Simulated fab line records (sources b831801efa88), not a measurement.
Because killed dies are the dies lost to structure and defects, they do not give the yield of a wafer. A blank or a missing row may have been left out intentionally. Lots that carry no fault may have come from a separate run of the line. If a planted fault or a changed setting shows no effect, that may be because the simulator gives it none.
2 desks looking at one fault + flow gf180mcu + numbers are kept per desk, each desk with only its own; the story behind them comes last

FOR THE TOOL OWNER'S DESK: wet-bench-03
The tool's own readings at GF_STI_WET_ETCH_17 (etches Si3N4 in H3PO4, target depth 45 nm, time 514 s): means of the sampled wafers that have a number, for each lot that ran on this tool. Any lot whose mean is over 4 standard deviations away from the usual mean is out of limits and marked OUT; that distance is given in the brackets.
Columns: A = bath-heat-duty-pct at GF_STI_WET_ETCH_17, usual 26.8 %; B = run-length-s at GF_STI_WET_ETCH_17, usual 541 s
| lot  | first seen here | A    | B                      |
|------|-----------------|------|------------------------|
| L563 | day 2 22:07     | 25.7 | 547                    |
| L565 | day 3 09:13     | 25.1 | 538                    |
| L570 | day 4 10:26     | 25.7 | 540                    |
| L572 | day 4 22:05     | 27.5 | 1062 (+99 or more) OUT |
| L573 | day 5 01:59     | 24.1 | 1053 (+99 or more) OUT |
This desk finds L572, L573 out of limits, L572 being first, at day 4 22:05 (run-length-s at GF_STI_WET_ETCH_17). In limits: L563, L565, L570.

METROLOGY DESK
Lot by lot, what the gauges showed, no matter which tool ran the lot: averages of those sampled wafers that carry a number. Any lot whose mean is over 4 standard deviations away from the usual mean is out of limits and marked OUT; that distance is given in the brackets.
Columns: A = LVPWELL_OVL at GF_LVPWELL_OVL_MEAS_07, usual 0.6 nm
| lot  | first seen here | A    |
|------|-----------------|------|
| L559 | day 3 20:06     | 0.1  |
| L561 | day 4 07:41     | -1.0 |
| L562 | day 4 12:28     | 0.6  |
| L563 | day 4 18:33     | -0.7 |
| L565 | day 5 06:05     | 0.1  |
| L570 | day 6 10:19     | 3.0  |
| L571 | day 6 16:00     | -0.2 |
| L572 | day 6 23:40     | 1.5  |
| L573 | day 7 05:51     | 0.3  |
| L574 | day 7 10:38     | 1.9  |
| L575 | day 7 15:03     | 0.1  |
| L580 | day 8 17:06     | -3.5 |
| L581 | day 8 23:01     | 1.9  |
| L582 | day 9 07:53     | -0.2 |
This desk found nothing out of limits on any of the 14 lots.

ALL TOGETHER
At day 4 22:05, on L572, L573, the tool owner's desk was in a position to raise an alarm.
Metrology desk: nothing out of limits seen.
The metrology desk has L572, L573 on record, within its limits.
All the named lots went through GF_STI_WET_ETCH_17 on wet-bench-03.

WHAT THE SIMULATOR HAD PUT IN
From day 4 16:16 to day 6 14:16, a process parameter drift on wet-bench-03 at GF_STI_WET_ETCH_17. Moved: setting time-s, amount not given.
Shown lots that were struck: L572, L573.
Hours from the fault's start to each desk's first reading out of limits: the tool owner's desk, 6.
